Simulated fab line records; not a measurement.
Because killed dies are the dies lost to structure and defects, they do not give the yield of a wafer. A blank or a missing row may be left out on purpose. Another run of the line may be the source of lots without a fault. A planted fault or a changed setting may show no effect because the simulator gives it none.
fab line records | flow sky130 | part 1 of 2: steps 1 to 33 of 46
record lots=5 wafers=15 last-day=50
route steps=708 shown SD_P@324 RES_XHIGH@332 SD_N@342 SALICIDE@361 LI_CONTACT@362
lots untouched by any fault: they come from a run of this same line in which no faults occurred
start-h: hours from the record's opening day to when the first of the lot's shown wafers began | wait-h: time in hours since the lot's previous step | " as in the row above | L1.1+2: one row covering several wafers at once | - no value, or no start was given | * or withheld: withheld | < > ~ a bound
route shown NAME@n: names a module that has steps shown in the file, with the first one's number in the route | usual: mean/standard deviation of fault-free wafers | same: alike in all rows | chamber/n: place in a boat | sites: each site's reading | _std_site: standard deviation across them | _edge_site: the outer-site mean with the inner-site mean subtracted | radius-mm: for every site, how far away it sits from the centre of the wafer | mask NAME#n: copy n | behind: the last tool/chamber to shape the wafer | hold: reason for holding the lot/hours on hold/outcome of the hold | device: the n, p or np transistor that did not switch | end of line: tests run on the same wafers once the route is complete | where a step has no rows: the recipe by itself | killed: the dies lost at the first sort to structure and to defects; this is not the yield of the wafer | map: dies across one wafer; x = killed, . = not, _ = none there
set.NAME: the setting that was run; set.NAME@STEP: the one run at that earlier step | model.NAME: the simulator's own value behind a step, which no gauge read
lots at some steps of the route; a table a step, a row a wafer
services: a tool's chamber out of use, with start hour (start-h, from the record's first day; less than 0 if before it), hours out, and reason
## steps
# step SKY_SD_P_EXPOSE_04
# recipe mask-id=PSDM na=0.6 source-shape=conventional sigma-outer=0.6 polarization=unpolarized target-cd-nm=380 dose-mj=138
# columns lot.wafer tool chamber start-h wait-h mask
L074.1+3+6 iline-stepper-02 0 - - PSDM#0
L082.1+2+6 iline-stepper-01 0 - - PSDM#0
L083.2+3+4 iline-stepper-02 0 - - PSDM#0
L087.1+3+6 iline-stepper-02 0 - - PSDM#0
L095.1+2+3 iline-stepper-02 0 - - PSDM#0
# step SKY_SD_P_PEB_05
# recipe temp-c=withheld time-s=* resist=NOVOLAK
# columns lot.wafer tool chamber start-h wait-h
L074.1+3+6 litho-track-04 0 - -
L082.1+2+6 litho-track-01 0 - -
L083.2+3+4 litho-track-03 0 - -
L087.1+3+6 litho-track-04 0 - -
L095.1+2+3 litho-track-03 0 - -
# step SKY_SD_P_DEVELOP_06
# recipe resist=NOVOLAK developer=TMAH develop-time-s=60 dev-temp-c=23
# columns lot.wafer tool chamber start-h wait-h
L074.1+3+6 litho-track-04 0 588.15 0.1
L082.1+2+6 litho-track-01 0 658.61 0.1
L083.2+3+4 litho-track-03 0 673.38 0.1
L087.1+3+6 litho-track-04 0 702.65 0.1
L095.1+2+3 litho-track-03 0 769.51 0.1
# step SKY_SD_P_CD_MEAS_07
# recipe target-cd-nm=380
# usual cd-nm=380.0/2.1
# columns lot.wafer tool chamber start-h wait-h cd-nm
L074.1 cd-sem-01 - 588.30 0.1 380.1
L074.3 " - " " 379.4
L074.6 " - " " 380.2
L082.1 cd-sem-01 - 658.76 0.1 377.9
L082.2 " - " " 378.9
L082.6 " - " " 377.0
L083.2 cd-sem-01 - 673.52 0.1 376.8
L083.3 " - " " 374.9
L083.4 " - " " 375.2
L087.1 cd-sem-01 - 702.80 0.1 380.8
L087.3 " - " " 379.7
L087.6 " - " " 379.9
L095.1 cd-sem-01 - 769.66 0.1 378.5
L095.2 " - " " 379.4
L095.3 " - " " 378.2
# step SKY_SD_P_OVL_MEAS_08
# usual SD_P_OVL=0.7/1.3
# columns lot.wafer tool chamber start-h wait-h SD_P_OVL[nm]
L074.1 overlay-02 - 588.42 0.1 1.8
L074.3 " - " " 2.6
L074.6 " - " " 2.6
L082.1 overlay-02 - 658.88 0.1 1.1
L082.2 " - " " 3.5
L082.6 " - " " 1.0
L083.2 overlay-02 - 673.63 0.1 -1.0
L083.3 " - " " -0.9
L083.4 " - " " 0.1
L087.1 overlay-01 - 702.92 0.1 -1.5
L087.3 " - " " -0.3
L087.6 " - " " -0.7
L095.1 overlay-02 - 769.78 0.1 1.0
L095.2 " - " " 2.7
L095.3 " - " " 2.2
# step SKY_SD_P_IMPLANT_09
# recipe species=BF2 energy-kev=20 dose-cm2=3e+15 tilt-deg=0
# usual tilt-deg=0.004/0.021
# columns lot.wafer tool chamber start-h wait-h tilt-deg
L074.1 implanter-04 0 588.46 0.0 -0.019
L074.3 " 0 " " 0.007
L074.6 " 0 " " -0.008
L082.1 implanter-02 0 658.92 0.0 0.025
L082.2 " 0 " " 0.001
L082.6 " 0 " " 0.031
L083.2 implanter-02 0 673.69 0.0 0.011
L083.3 " 0 " " 0.002
L083.4 " 0 " " 0.011
L087.1 implanter-02 0 702.96 0.0 -0.045
L087.3 " 0 " " -0.038
L087.6 " 0 " " 0.028
L095.1 implanter-04 0 769.81 0.0 -0.003
L095.2 " 0 " " 0.015
L095.3 " 0 " " 0.039
# step SKY_SD_P_STRIP_10
# recipe chemistry=O2/N2 power-w=1400 pressure-mtorr=1500 platen-temp-c=withheld o2-flow-sccm=3000 n2-flow-sccm=300 overash-fraction=0.5
# usual drypump-motor-current-A=5.4/0.39 oes-product-au=0.618/0.0051 strip-time-to-endpoint-s=17.51/0.044
# same overash-fraction=0.5
# columns lot.wafer tool chamber start-h wait-h drypump-motor-current-A oes-product-au rf-hours-counter-h strip-time-to-endpoint-s
L074.1 plasma-asher-01 0 588.61 0.1 5.7 0.615 47 17.55
L074.3 " 1 " " 5.6 0.622 - 17.52
L074.6 " 0 " " 5.7 0.616 - 17.57
L082.1 plasma-asher-02 0 659.07 0.1 5.9 0.607 97 17.53
L082.2 " 1 " " 5.0 0.612 97 17.55
L082.6 " 1 " " 5.0 0.623 - 17.56
L083.2 plasma-asher-02 0 673.81 0.1 5.9 0.620 98 17.53
L083.3 " 0 " " 5.8 0.613 - 17.54
L083.4 " 1 " " 5.0 0.615 - 17.52
L087.1 plasma-asher-02 0 703.11 0.1 5.9 0.625 101 17.47
L087.3 " 0 " " 5.9 0.616 - 17.49
L087.6 " 0 " " 5.9 0.609 - 17.47
L095.1 plasma-asher-01 0 769.96 0.1 5.7 0.615 65 17.49
L095.2 " 1 " " 5.6 0.613 65 17.51
L095.3 " 0 " " 5.7 0.621 - 17.52
# step SKY_SD_P_TW_MEAS_11
# usual SD_P_TW=2813/25
# columns lot.wafer tool chamber start-h wait-h SD_P_TW
L074.1 film-metro-02 - 588.71 0.1 2832
L074.3 " - " " 2843
L074.6 " - " " 2835
L082.1 film-metro-02 - 659.17 0.1 2827
L082.2 " - " " 2825
L082.6 " - " " 2829
L083.2 film-metro-02 - 673.92 0.1 2871
L083.3 " - " " 2862
L083.4 " - " " 2857
L087.1 film-metro-02 - 703.21 0.1 2845
L087.3 " - " " 2830
L087.6 " - " " 2822
L095.1 film-metro-03 - 770.06 0.1 2768
L095.2 " - " " 2781
L095.3 " - " " 2793
# step SKY_RES_XHIGH_DEHYDRATE_00
# recipe temp-c=200 time-s=60
# columns lot.wafer tool chamber start-h wait-h
L074.1+3+6 litho-track-03 0 602.45 13.7
L082.1+2+6 litho-track-01 0 672.86 13.7
L083.2+3+4 litho-track-03 0 688.18 14.2
L087.1+3+6 litho-track-02 0 717.23 14.0
L095.1+2+3 litho-track-02 0 783.03 13.0
# step SKY_RES_XHIGH_HMDS_01
# recipe prime-time-s=60 prime-temp-c=120
# columns lot.wafer tool chamber start-h wait-h
L074.1+3+6 litho-track-03 0 602.60 0.1
L082.1+2+6 litho-track-01 0 673.01 0.1
L083.2+3+4 litho-track-03 0 688.33 0.1
L087.1+3+6 litho-track-02 0 717.38 0.1
L095.1+2+3 litho-track-02 0 783.18 0.1
# step SKY_RES_XHIGH_COAT_02
# recipe resist=NOVOLAK spin-rpm=3000 resist-thk-nm=1140
# columns lot.wafer tool chamber start-h wait-h
L074.1+3+6 litho-track-03 0 602.75 0.1
L082.1+2+6 litho-track-01 0 673.16 0.1
L083.2+3+4 litho-track-03 0 688.48 0.1
L087.1+3+6 litho-track-02 0 717.53 0.1
L095.1+2+3 litho-track-02 0 783.33 0.1
# step SKY_RES_XHIGH_SOFTBAKE_03
# recipe temp-c=90 time-s=60 resist=NOVOLAK
# columns lot.wafer tool chamber start-h wait-h
L074.1+3+6 litho-track-03 0 602.90 0.1
L082.1+2+6 litho-track-01 0 673.31 0.1
L083.2+3+4 litho-track-03 0 688.63 0.1
L087.1+3+6 litho-track-02 0 717.68 0.1
L095.1+2+3 litho-track-02 0 783.48 0.1
# step SKY_RES_XHIGH_EXPOSE_04
# recipe mask-id=URPM na=0.6 source-shape=conventional sigma-outer=0.6 polarization=unpolarized target-cd-nm=1270 dose-mj=140
# columns lot.wafer tool chamber start-h wait-h mask
L074.1+3+6 iline-stepper-01 0 - - URPM#0
L082.1+2+6 iline-stepper-01 0 - - URPM#0
L083.2+3+4 iline-stepper-02 0 - - URPM#0
L087.1+3+6 iline-stepper-01 0 - - URPM#0
L095.1+2+3 iline-stepper-02 0 - - URPM#0
# step SKY_RES_XHIGH_PEB_05
# recipe temp-c=withheld time-s=* resist=NOVOLAK
# columns lot.wafer tool chamber start-h wait-h
L074.1+3+6 litho-track-03 0 - -
L082.1+2+6 litho-track-03 0 - -
L083.2+3+4 litho-track-01 0 - -
L087.1+3+6 litho-track-03 0 - -
L095.1+2+3 litho-track-02 0 - -
# step SKY_RES_XHIGH_DEVELOP_06
# recipe resist=NOVOLAK developer=TMAH develop-time-s=60 dev-temp-c=23
# columns lot.wafer tool chamber start-h wait-h
L074.1+3+6 litho-track-03 0 617.30 0.1
L082.1+2+6 litho-track-03 0 688.01 0.1
L083.2+3+4 litho-track-01 0 701.74 0.1
L087.1+3+6 litho-track-03 0 730.71 0.1
L095.1+2+3 litho-track-02 0 795.88 0.1
# step SKY_RES_XHIGH_IMPLANT_07
# recipe species=BF2 energy-kev=20 dose-cm2=3.6e+14 tilt-deg=0
# usual tilt-deg=0.000/0.019
# columns lot.wafer tool chamber start-h wait-h tilt-deg
L074.1 implanter-03 0 617.45 0.1 -0.036
L074.3 " 0 " " -0.011
L074.6 " 0 " " -0.007
L082.1 implanter-01 0 688.16 0.1 -0.003
L082.2 " 0 " " 0.022
L082.6 " 0 " " 0.047
L083.2 implanter-03 0 701.89 0.1 -0.024
L083.3 " 0 " " -0.009
L083.4 " 0 " " 0.024
L087.1 implanter-02 0 730.86 0.1 0.000
L087.3 " 0 " " -0.021
L087.6 " 0 " " 0.019
L095.1 implanter-03 0 796.03 0.1 0.008
L095.2 " 0 " " 0.009
L095.3 " 0 " " 0.000
# step SKY_RES_XHIGH_STRIP_08
# recipe chemistry=O2/N2 power-w=1400 pressure-mtorr=1500 platen-temp-c=withheld o2-flow-sccm=3000 n2-flow-sccm=300 overash-fraction=0.5
# usual drypump-motor-current-A=5.5/0.48 oes-product-au=0.711/0.0049 strip-time-to-endpoint-s=14.27/0.048
# same overash-fraction=0.5
# columns lot.wafer tool chamber start-h wait-h drypump-motor-current-A oes-product-au rf-hours-counter-h strip-time-to-endpoint-s
L074.1 plasma-asher-03 1 617.60 0.1 5.7 0.720 19 14.28
L074.3 " 1 " " 5.7 0.703 - 14.26
L074.6 " 0 " " 4.9 0.712 - 14.30
L082.1 plasma-asher-04 0 688.31 0.1 6.2 0.716 86 14.39
L082.2 " 1 " " 4.8 0.712 86 14.35
L082.6 " 1 " " 4.8 0.712 - 14.32
L083.2 plasma-asher-03 1 702.01 0.1 5.7 0.716 27 14.25
L083.3 " 0 " " 4.9 0.711 - 14.26
L083.4 " 1 " " 5.7 0.710 - 14.26
L087.1 plasma-asher-01 1 731.01 0.1 5.6 0.710 61 14.25
L087.3 " 1 " " 5.6 0.709 - 14.21
L087.6 " 0 " " 5.7 0.706 - 14.16
L095.1 plasma-asher-04 0 796.18 0.1 6.2 0.709 97 14.21
L095.2 " 1 " " 4.8 0.702 97 14.18
L095.3 " 0 " " 6.2 0.711 - 14.20
# step SKY_RES_XHIGH_TW_MEAS_09
# usual RES_XHIGH_TW=1635/15
# columns lot.wafer tool chamber start-h wait-h RES_XHIGH_TW
L074.1 film-metro-01 - 617.70 0.1 1636
L074.3 " - " " 1649
L074.6 " - " " 1637
L082.1 film-metro-02 - 688.41 0.1 1644
L082.2 " - " " 1657
L082.6 " - " " 1656
L083.2 film-metro-03 - 702.12 0.1 1613
L083.3 " - " " 1617
L083.4 " - " " 1616
L087.1 film-metro-03 - 731.11 0.1 1620
L087.3 " - " " 1625
L087.6 " - " " 1613
L095.1 film-metro-03 - 796.28 0.1 1627
L095.2 " - " " 1632
L095.3 " - " " 1611
# step SKY_SD_N_DEHYDRATE_00
# recipe temp-c=200 time-s=60
# columns lot.wafer tool chamber start-h wait-h
L074.1+3+6 litho-track-04 0 631.95 14.2
L082.1+2+6 litho-track-02 0 701.23 12.8
L083.2+3+4 litho-track-01 0 715.94 13.8
L087.1+3+6 litho-track-02 0 744.43 13.3
L095.1+2+3 litho-track-02 0 809.43 13.1
# step SKY_SD_N_HMDS_01
# recipe prime-time-s=60 prime-temp-c=120
# columns lot.wafer tool chamber start-h wait-h
L074.1+3+6 litho-track-04 0 632.10 0.1
L082.1+2+6 litho-track-02 0 701.38 0.1
L083.2+3+4 litho-track-01 0 716.09 0.1
L087.1+3+6 litho-track-02 0 744.58 0.1
L095.1+2+3 litho-track-02 0 809.58 0.1
# step SKY_SD_N_COAT_02
# recipe resist=NOVOLAK spin-rpm=3000 resist-thk-nm=1140
# columns lot.wafer tool chamber start-h wait-h
L074.1+3+6 litho-track-04 0 632.25 0.1
L082.1+2+6 litho-track-02 0 701.53 0.1
L083.2+3+4 litho-track-01 0 716.24 0.1
L087.1+3+6 litho-track-02 0 744.73 0.1
L095.1+2+3 litho-track-02 0 809.73 0.1
# step SKY_SD_N_SOFTBAKE_03
# recipe temp-c=90 time-s=60 resist=NOVOLAK
# columns lot.wafer tool chamber start-h wait-h
L074.1+3+6 litho-track-04 0 632.40 0.1
L082.1+2+6 litho-track-02 0 701.68 0.1
L083.2+3+4 litho-track-01 0 716.39 0.1
L087.1+3+6 litho-track-02 0 744.88 0.1
L095.1+2+3 litho-track-02 0 809.88 0.1
# step SKY_SD_N_EXPOSE_04
# recipe mask-id=NSDM na=0.6 source-shape=conventional sigma-outer=0.6 polarization=unpolarized target-cd-nm=380 dose-mj=141
# columns lot.wafer tool chamber start-h wait-h mask
L074.1+3+6 iline-stepper-02 0 - - NSDM#0
L082.1+2+6 iline-stepper-02 0 - - NSDM#0
L083.2+3+4 iline-stepper-01 0 - - NSDM#0
L087.1+3+6 iline-stepper-02 0 - - NSDM#0
L095.1+2+3 iline-stepper-01 0 - - NSDM#0
# step SKY_SD_N_PEB_05
# recipe temp-c=withheld time-s=* resist=NOVOLAK
# columns lot.wafer tool chamber start-h wait-h
L074.1+3+6 litho-track-01 0 - -
L082.1+2+6 litho-track-02 0 - -
L083.2+3+4 litho-track-01 0 - -
L087.1+3+6 litho-track-02 0 - -
L095.1+2+3 litho-track-04 0 - -
# step SKY_SD_N_DEVELOP_06
# recipe resist=NOVOLAK developer=TMAH develop-time-s=60 dev-temp-c=23
# columns lot.wafer tool chamber start-h wait-h
L074.1+3+6 litho-track-01 0 646.36 0.1
L082.1+2+6 litho-track-02 0 715.43 0.1
L083.2+3+4 litho-track-01 0 729.74 0.1
L087.1+3+6 litho-track-02 0 757.68 0.1
L095.1+2+3 litho-track-04 0 823.00 0.1
# step SKY_SD_N_CD_MEAS_07
# recipe target-cd-nm=380
# usual cd-nm=380.5/2.5
# columns lot.wafer tool chamber start-h wait-h cd-nm
L074.1 cd-sem-02 - 646.51 0.1 378.1
L074.3 " - " " 380.2
L074.6 " - " " 377.2
L082.1 cd-sem-01 - 715.58 0.1 383.9
L082.2 " - " " 383.2
L082.6 " - " " 381.9
L083.2 cd-sem-01 - 729.88 0.1 376.2
L083.3 " - " " 377.3
L083.4 " - " " 376.5
L087.1 cd-sem-01 - 757.83 0.1 384.1
L087.3 " - " " 381.9
L087.6 " - " " 382.1
L095.1 cd-sem-01 - 823.15 0.1 379.6
L095.2 " - " " 383.7
L095.3 " - " " 379.7
# step SKY_SD_N_OVL_MEAS_08
# usual SD_N_OVL=0.3/1.2
# columns lot.wafer tool chamber start-h wait-h SD_N_OVL[nm]
L074.1 overlay-01 - 646.63 0.1 0.8
L074.3 " - " " 1.2
L074.6 " - " " 1.6
L082.1 overlay-01 - 715.70 0.1 -1.1
L082.2 " - " " 0.2
L082.6 " - " " -1.1
L083.2 overlay-01 - 729.99 0.1 2.3
L083.3 " - " " 2.4
L083.4 " - " " 0.6
L087.1 overlay-02 - 757.95 0.1 0.9
L087.3 " - " " -0.9
L087.6 " - " " 0.2
L095.1 overlay-02 - 823.27 0.1 1.9
L095.2 " - " " 2.8
L095.3 " - " " 2.2
# step SKY_SD_N_IMPLANT_09
# recipe species=As energy-kev=50 dose-cm2=4e+15 tilt-deg=0
# usual tilt-deg=0.001/0.017
# columns lot.wafer tool chamber start-h wait-h tilt-deg
L074.1 implanter-02 0 646.67 0.0 0.008
L074.3 " 0 " " 0.009
L074.6 " 0 " " 0.006
L082.1 implanter-03 0 715.74 0.0 -0.006
L082.2 " 0 " " 0.009
L082.6 " 0 " " -0.014
L083.2 implanter-03 0 730.04 0.0 0.033
L083.3 " 0 " " 0.003
L083.4 " 0 " " 0.003
L087.1 implanter-04 0 757.99 0.0 -0.017
L087.3 " 0 " " 0.033
L087.6 " 0 " " -0.004
L095.1 implanter-02 0 823.31 0.0 0.001
L095.2 " 0 " " -0.008
L095.3 " 0 " " -0.006
# step SKY_SD_N_IMPLANT_10
# recipe species=P energy-kev=20 dose-cm2=1e+14 tilt-deg=0
# usual tilt-deg=0.002/0.017
# columns lot.wafer tool chamber start-h wait-h tilt-deg
L074.1 implanter-02 0 646.82 0.1 0.017
L074.3 " 0 " " 0.019
L074.6 " 0 " " 0.021
L082.1 implanter-03 0 715.89 0.1 -0.013
L082.2 " 0 " " 0.017
L082.6 " 0 " " 0.031
L083.2 implanter-03 0 730.19 0.1 -0.005
L083.3 " 0 " " 0.021
L083.4 " 0 " " -0.022
L087.1 implanter-04 0 758.14 0.1 0.008
L087.3 " 0 " " 0.022
L087.6 " 0 " " 0.029
L095.1 implanter-02 0 823.46 0.1 0.010
L095.2 " 0 " " -0.019
L095.3 " 0 " " -0.004
# step SKY_SD_N_STRIP_11
# recipe chemistry=O2/N2 power-w=1400 pressure-mtorr=1500 platen-temp-c=withheld o2-flow-sccm=3000 n2-flow-sccm=300 overash-fraction=0.5
# usual drypump-motor-current-A=5.4/0.56 oes-product-au=0.528/0.0049 strip-time-to-endpoint-s=22.53/0.053
# same overash-fraction=0.5
# columns lot.wafer tool chamber start-h wait-h drypump-motor-current-A oes-product-au rf-hours-counter-h strip-time-to-endpoint-s
L074.1 plasma-asher-02 0 646.97 0.1 5.9 0.536 95 22.51
L074.3 " 1 " " 5.0 0.531 - 22.48
L074.6 " 0 " " 5.9 0.525 - 22.51
L082.1 plasma-asher-04 1 716.04 0.1 4.8 0.532 89 22.56
L082.2 " 0 " " 6.2 0.525 89 22.54
L082.6 " 1 " " 4.8 0.528 - 22.55
L083.2 plasma-asher-02 0 730.32 0.1 5.9 0.534 104 22.56
L083.3 " 1 " " 5.0 0.531 - 22.56
L083.4 " 0 " " 5.9 0.526 - 22.58
L087.1 plasma-asher-02 1 758.29 0.1 5.0 0.520 2 22.55
L087.3 " 1 " " 5.0 0.532 - 22.59
L087.6 " 1 " " 5.0 0.533 - 22.57
L095.1 plasma-asher-02 1 823.61 0.1 5.0 0.522 9 22.58
L095.2 " 0 " " 5.9 0.521 9 22.51
L095.3 " 0 " " 5.9 0.535 - 22.52
# step SKY_SD_N_TW_MEAS_12
# usual SD_N_TW=3966/34
# columns lot.wafer tool chamber start-h wait-h SD_N_TW
L074.1 film-metro-01 - 647.07 0.1 3962
L074.3 " - " " 3982
L074.6 " - " " 3975
L082.1 film-metro-03 - 716.14 0.1 3924
L082.2 " - " " 3930
L082.6 " - " " 3923
L083.2 film-metro-01 - 730.43 0.1 3964
L083.3 " - " " 3964
L083.4 " - " " 3956
L087.1 film-metro-02 - 758.39 0.1 3990
L087.3 " - " " 4005
L087.6 " - " " 4013
L095.1 film-metro-03 - 823.71 0.1 3933
L095.2 " - " " 3906
L095.3 " - " " 3908
# step SKY_SD_N_CLEAN_13
# recipe chemistry=SC1/SC2 mix=1:4:20 temp-c=70 time-s=150 dry=n2-spin
# columns lot.wafer tool chamber start-h wait-h
L074.1+3+6 wet-bench-03 1 647.13 0.1
L082.1+2+6 wet-bench-03 3 716.20 0.1
L083.2+3+4 wet-bench-03 1 730.48 0.0
L087.1+3+6 wet-bench-01 2 758.45 0.1
L095.1+2+3 wet-bench-02 2 823.77 0.1
# step SKY_SD_N_RTA_14
# recipe temp-c=1075 time-s=2 idle-temp-c=650 ramp-up-c-per-s=150 ramp-down-c-per-s=90 ambient=N2
# usual chamber-o2-ppm=2.002/0.019 lamp-power-pct=15.74/0.053 wafer_temp_C_max=1077.8/1.1
# columns lot.wafer tool chamber start-h wait-h chamber-o2-ppm lamp-power-pct wafer_temp_C_max
L074.1 rtp-anneal-01 0 647.18 0.0 2.038 15.59 1078.9
L074.3 " 0 " " 2.002 15.73 1078.8
L074.6 " 0 " " 2.006 15.74 1078.2
L082.1 rtp-anneal-02 0 716.26 0.0 2.004 15.71 1076.6
L082.2 " 0 " " 1.992 15.79 1078.9
L082.6 " 0 " " 1.979 15.79 1077.2
L083.2 rtp-anneal-02 0 730.54 0.0 2.004 15.76 1078.2
L083.3 " 0 " " 2.020 15.74 1077.0
L083.4 " 0 " " 2.012 15.79 1077.9
L087.1 rtp-anneal-02 0 758.50 0.0 1.993 15.78 1076.6
L087.3 " 0 " " 1.969 15.82 1077.7
L087.6 " 0 " " 1.997 15.77 1077.4
L095.1 rtp-anneal-02 0 823.82 0.0 1.987 15.61 1077.2
L095.2 " 0 " " 2.021 15.70 1078.2
L095.3 " 0 " " 2.025 15.74 1077.8
